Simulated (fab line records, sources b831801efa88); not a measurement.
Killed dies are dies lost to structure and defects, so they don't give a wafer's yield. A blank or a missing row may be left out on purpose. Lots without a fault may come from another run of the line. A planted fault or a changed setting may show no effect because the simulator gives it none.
A struck lot beside a sound one | flow sfq_line | 43 steps out of a route of 325
Sound: wafers L647.3, L647.4, L647.5. Struck: wafers L657.1, L657.2, L657.3. The cause comes at the end.
At each step with rows: each side's tool, then ch and its chambers, then its first start. Under that, the readings that differ: sound wafers | struck wafers | difference of the means | sigmas: that difference in standard deviations of wafers without a fault.
alike: readings whose means differ by less than 2 such deviations, and words and numbers that are the same on both sides. not compared: withheld readings, readings that some wafer has no value for, bounds like >300 that may hide the same value, and numbers for which the record gives no deviation and whose values overlap.
The two part at a step that has a row with sigmas, a row that says differs or no value, or rows on one side only. Numbers that don't overlap but have no deviation are shown without sigmas and don't part them. A reading that every wafer of one side lacks parts them only if that side has two wafers or more.

first, 6 steps without rows for these wafers: SFQ_TRILAYER_M4_LITHO_COAT_098 (resist thk 62 nm); SFQ_TRILAYER_M4_LITHO_COAT_093 (resist thk 600 nm); SFQ_TRILAYER_M4_LITHO_SOFTBAKE_097; SFQ_TRILAYER_M4_LITHO_EXPOSE_094 (exposes mask M4, target cd 500 nm); SFQ_TRILAYER_M4_LITHO_PEB_096 (peb time 60 s); SFQ_TRILAYER_M4_LITHO_DEVELOP_095 (time 60 s).
SFQ_M4_OVL_MEAS_926:
  sound on overlay-02, day 43 16:56; struck on overlay-02, day 49 09:37
  alike: M4_OVL
SFQ_TRILAYER_M4_BARC_OPEN_METAL_ETCH_123: etches BARC in O2, target depth 125 nm, time 41.7 s.
  sound on rie_metal-02 ch 0, day 43 16:59; struck on rie_metal-01 ch 1, day 49 09:39
  alike: drypump_motor_current_A, oes_product_au
  not compared: rf_hours_counter_h
then, 1 step without rows for these wafers: SFQ_TRILAYER_M4_ETCH_METAL_ETCH_096 (etches Nb in Cl2/Ar, stops on SiO2, target depth 240 nm, time 120 s).
SFQ_TRILAYER_M4_STRIP_STRIP_097: strips in O2.
  sound on rie_metal-02 ch 0, day 43 17:43; struck on rie_metal-01 ch 1, day 49 10:01
  alike: drypump_motor_current_A, oes_product_au
  not compared: rf_hours_counter_h
then, 2 steps without rows for these wafers: SFQ_TRILAYER_M4_STRIP_SOLV_CLEAN_098 (cleans in NMP, time 600 s); SFQ_TRILAYER_I4_DEP_PECVD_099 (deposits SiO2 from SiH4/N2O, time 111.11 s, target thk 500 nm).
SFQ_TRILAYER_I4_CMP_CMP_100: polishes SiO2.
  sound on cmp-02 ch 0,2, day 44 03:45; struck on cmp-01 ch 1,2,3, day 49 18:29
  no value came back on the struck wafers for any of 7 readings (edge_zone_pressure_frac, head_pressure_psi (psi) and others); on the sound wafers edge_zone_pressure_frac reads 0.997 1.005 0.999
  reading                                             | sound             | struck          | difference | sigmas
  model.SiO2_of_TRILAYER_I4_DEP_PECVD_099.thk_nm (nm) | 200.9 201.2 199.9 | 497.7 497.7 499 | +297.5     |
SFQ_I4_BOW_MEAS_927:
  sound on film_metro-01, day 44 06:17; struck on film_metro-04, day 49 20:59
  reading     | sound       | struck  | difference | sigmas
  I4_BOW (um) | -13 -20 -20 | -3 19 1 | +23        | +2
SFQ_TRILAYER_I4_METRO_MEASURE_101:
  sound on film_metro-01, day 44 06:46; struck on film_metro-04, day 49 21:07
  reading     | sound             | struck            | difference | sigmas
  thk_nm (nm) | 201.0 201.2 199.9 | 498.2 497.7 499.2 | +297.7     | +99 or more
then, 6 steps without rows for these wafers: SFQ_TRILAYER_I4_VIA_LITHO_COAT_108 (resist thk 62 nm); SFQ_TRILAYER_I4_VIA_LITHO_COAT_103 (resist thk 650 nm); SFQ_TRILAYER_I4_VIA_LITHO_SOFTBAKE_107; SFQ_TRILAYER_I4_VIA_LITHO_EXPOSE_104 (exposes mask I4, target cd 700 nm); SFQ_TRILAYER_I4_VIA_LITHO_PEB_106 (peb time 60 s); SFQ_TRILAYER_I4_VIA_LITHO_DEVELOP_105 (time 60 s).
-- the record jumps here: 5 days lie between the struck wafers' starts before and after --
SFQ_I4_OVL_MEAS_928:
  sound on overlay-01, day 49 21:18; struck on overlay-01, day 55 03:53
  alike: I4_OVL
SFQ_TRILAYER_I4_VIA_BARC_OPEN_VIA_ETCH_146: etches BARC in O2, target depth 125 nm, time 41.7 s.
  sound on rie_diel-03 ch 0,1,2, day 49 21:20; struck on rie_diel-01 ch 0,2,3, day 55 03:56
  alike: drypump_motor_current_A, oes_product_au
  not compared: rf_hours_counter_h
SFQ_TRILAYER_I4_VIA_ETCH_VIA_ETCH_106: etches SiO2 in CHF3, stops on Nb, target depth 260 nm.
  sound on rie_diel-03 ch 0,1,2, day 49 21:22; struck on rie_diel-01 ch 0,2,3, day 55 03:58
  reading                        | sound             | struck            | difference | sigmas
  oes_product_au (a.u.)          | 0.863 0.851 0.860 | 1.620 1.619 1.632 | +0.766     | +99 or more
  model.etch.depth_nm (nm)       | 200.9 201.2 199.9 | 259.2 258.7 260.6 | +58.8      |
  model.I4.feature_depth_nm (nm) | 200.9 201.2 199.9 | 259.2 258.7 260.6 | +58.8      |
  alike: drypump_motor_current_A
SFQ_TRILAYER_I4_VIA_STRIP_STRIP_107: strips in O2.
  sound on rie_metal-03 ch 0,1, day 49 21:41; struck on rie_metal-04 ch 0,1, day 55 04:05
  reading                     | sound       | struck      | difference | sigmas
  drypump_motor_current_A (A) | 6.6 6.1 6.6 | 4.8 5.8 4.8 | -1.3       | -2
  alike: oes_product_au
  not compared: rf_hours_counter_h
then, 3 steps without rows for these wafers: SFQ_TRILAYER_I4_VIA_STRIP_SOLV_CLEAN_108 (cleans in NMP, time 600 s); SFQ_TRILAYER_JJ_TRILAYER_DEP_PRE_CLEAN_113 (time 22.5 s); SFQ_TRILAYER_JJ_TRILAYER_DEP_SPUTTER_109 (material Nb, target thk 150 nm, time 100 s).
SFQ_TRILAYER_JJ_TRILAYER_DEP_SPUTTER_110: material Al, target thk 8 nm, time 10.16 s.
  sound on pvd_sputter-04, day 49 22:21; struck on pvd_sputter-03, day 55 04:58
  alike: base_pressure_pa, throttle_valve_pct
then, 2 steps without rows for these wafers: SFQ_TRILAYER_JJ_TRILAYER_DEP_AL_OXIDATION_111 (oxidation time 600 s); SFQ_TRILAYER_JJ_TRILAYER_DEP_SPUTTER_112 (material Nb, target thk 170 nm, time 113.3 s).
SFQ_JJ_RS_MEAS_929: measures by four-point-probe.
  sound on film_metro-03, day 49 23:30; struck on film_metro-02, day 55 06:04
  alike: JJ_NB_RS
then, 6 steps without rows for these wafers: SFQ_TRILAYER_JJ_CE_LITHO_COAT_119 (resist thk 62 nm); SFQ_TRILAYER_JJ_CE_LITHO_COAT_114 (resist thk 600 nm); SFQ_TRILAYER_JJ_CE_LITHO_SOFTBAKE_118; SFQ_TRILAYER_JJ_CE_LITHO_EXPOSE_115 (exposes mask J5, target cd 700 nm); SFQ_TRILAYER_JJ_CE_LITHO_PEB_117 (peb time 60 s); SFQ_TRILAYER_JJ_CE_LITHO_DEVELOP_116 (time 60 s).
-- the record jumps here: 5 days lie between the struck wafers' starts before and after --
SFQ_JJ_OVL_MEAS_931:
  sound on overlay-01, day 55 06:18; struck on overlay-02, day 60 06:20
  alike: J5_OVL
then, 2 steps without rows for these wafers: SFQ_TRILAYER_JJ_CE_METRO_MEASURE_117; SFQ_TRILAYER_JJ_CE_BARC_OPEN_RIE_150 (chemistry O2, target BARC, target depth 240 nm, time 80 s).
-- the record jumps here: 5 days lie between the struck wafers' starts before and after --
SFQ_TRILAYER_M5_ETCH_METAL_ETCH_126: etches Nb in Cl2/BCl3, stops on SiO2, time 203.2 s, target depth 265 nm.
  sound on rie_metal-02 ch 0,1, day 60 10:06; struck on rie_metal-02 ch 0,1, day 65 17:52
  reading                                             | sound             | struck            | difference | sigmas
  model.SiO2_of_TRILAYER_I4_DEP_PECVD_099.thk_nm (nm) | 181.2 181.6 180.2 | 477.9 477.8 479.4 | +297.4     |
  alike: drypump_motor_current_A, oes_product_au
  not compared: rf_hours_counter_h
-- the record jumps here: 20 days lie between the struck wafers' starts before and after --
SFQ_M8_BOW_MEAS_951:
  sound on film_metro-04, day 82 04:05; struck on film_metro-04, day 85 21:32
  reading                 | sound             | struck            | difference | sigmas
  M8_BOW (um)             | -11 -20 -19       | -2 19 1           | +23        | +2
  model.etest.i4.link_ohm | 2.192 2.175 2.179 | 1e+06 1e+06 1e+06 | +1e+06     |

WHERE THEY PART
First at SFQ_TRILAYER_I4_CMP_CMP_100; last, within this record, at SFQ_M8_BOW_MEAS_951.

WHY: what the simulator had put in
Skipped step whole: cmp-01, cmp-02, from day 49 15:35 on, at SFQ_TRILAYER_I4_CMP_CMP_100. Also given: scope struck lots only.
